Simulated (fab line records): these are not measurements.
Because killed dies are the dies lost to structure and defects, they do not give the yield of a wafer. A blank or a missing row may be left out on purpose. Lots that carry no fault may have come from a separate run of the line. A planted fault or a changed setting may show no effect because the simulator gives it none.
Chamber matching + flow sky130 + SKY_VIA2_CMP_24 on cmp-01: 3 sister chambers
The step polishes, stops on SiO2, t overpolish 20 s, target thk 0 nm. 14 wafers are shown with their chamber, then 6 later ones without.

== WAFERS WITH THEIR CHAMBER ==
| wafer  | chamber | motor_current_A (A) | time_to_endpoint_s (s) | overpolish_run_s (s) |
|--------|---------|---------------------|------------------------|----------------------|
| L647.1 | 0       | 11.4                | 99                     | 20.024               |
| L647.2 | 1       | 9.1                 | 105                    | 19.977               |
| L647.6 | 3       | 10.4                | 109                    | 20.010               |
| L648.1 | 0       | 10.9                | 100                    | 19.990               |
| L648.2 | 3       | 10.9                | 107                    | 19.999               |
| L648.5 | 1       | 9.6                 | 112                    | 20.003               |
| L652.1 | 3       | 10.8                | 101                    | 19.987               |
| L652.4 | 0       | 11.1                | 98                     | 19.999               |
| L652.6 | 3       | 10.2                | 106                    | 20.007               |
| L660.1 | 0       | 11.8                | 94                     | 19.986               |
| L660.3 | 1       | 9.1                 | 100                    | 20.000               |
| L660.4 | 3       | 10.7                | 97                     | 20.001               |
| L661.3 | 3       | 10.2                | 105                    | 19.999               |
| L661.4 | 0       | 11.2                | 97                     | 19.995               |

SIGNATURES (averages over the wafers above)
| reading            | chamber 0 | chamber 1 | chamber 3 | scatter within a chamber |
|--------------------|-----------|-----------|-----------|--------------------------|
| motor_current_A    | 11.280    | 9.267     | 10.533    | 0.317                    |
| time_to_endpoint_s | 97.60     | 105.67    | 104.17    | 4.16                     |
| overpolish_run_s   | 19.99880  | 19.99333  | 20.00050  | 0.0121                   |
Rule: a wafer lies at a distance from a chamber equal to the root of the sum of squares, over the readings, of (its reading less the chamber's mean, divided by the reading's scatter). The wafer belongs to the nearest chamber; if the next one is less than 2 further off, it can't be placed. The scatter: take each reading less its chamber's mean, square it, sum over the shown wafers, divide by the number of wafers less the number of chambers, and take the root.

== WAFERS WHOSE CHAMBER IS MISSING ==
| wafer  | motor_current_A (A) | time_to_endpoint_s (s) | overpolish_run_s (s) |
|--------|---------------------|------------------------|----------------------|
| L661.6 | 10.6                | 101                    | 19.993               |
| L662.2 | 8.9                 | 98                     | 19.995               |
| L662.5 | 9.2                 | 97                     | 19.996               |
| L663.1 | 11.3                | 92                     | 20.003               |
| L663.3 | 10.6                | 100                    | 19.997               |
| L663.5 | 10.6                | 100                    | 19.999               |

== WHICH CHAMBER EACH ONE RAN IN ==
| wafer  | from the rows above     | in truth |
|--------|-------------------------|----------|
| L661.6 | can't be placed: 3 or 0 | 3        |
| L662.2 | 1                       | 1        |
| L662.5 | 1                       | 1        |
| L663.1 | 0                       | 0        |
| L663.3 | can't be placed: 3 or 0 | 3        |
| L663.5 | can't be placed: 3 or 0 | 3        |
Correctly placed: 3 of 6. Unplaceable from these rows: 3, with the true chamber sitting among the candidates in 3. Placed wrongly: 0.
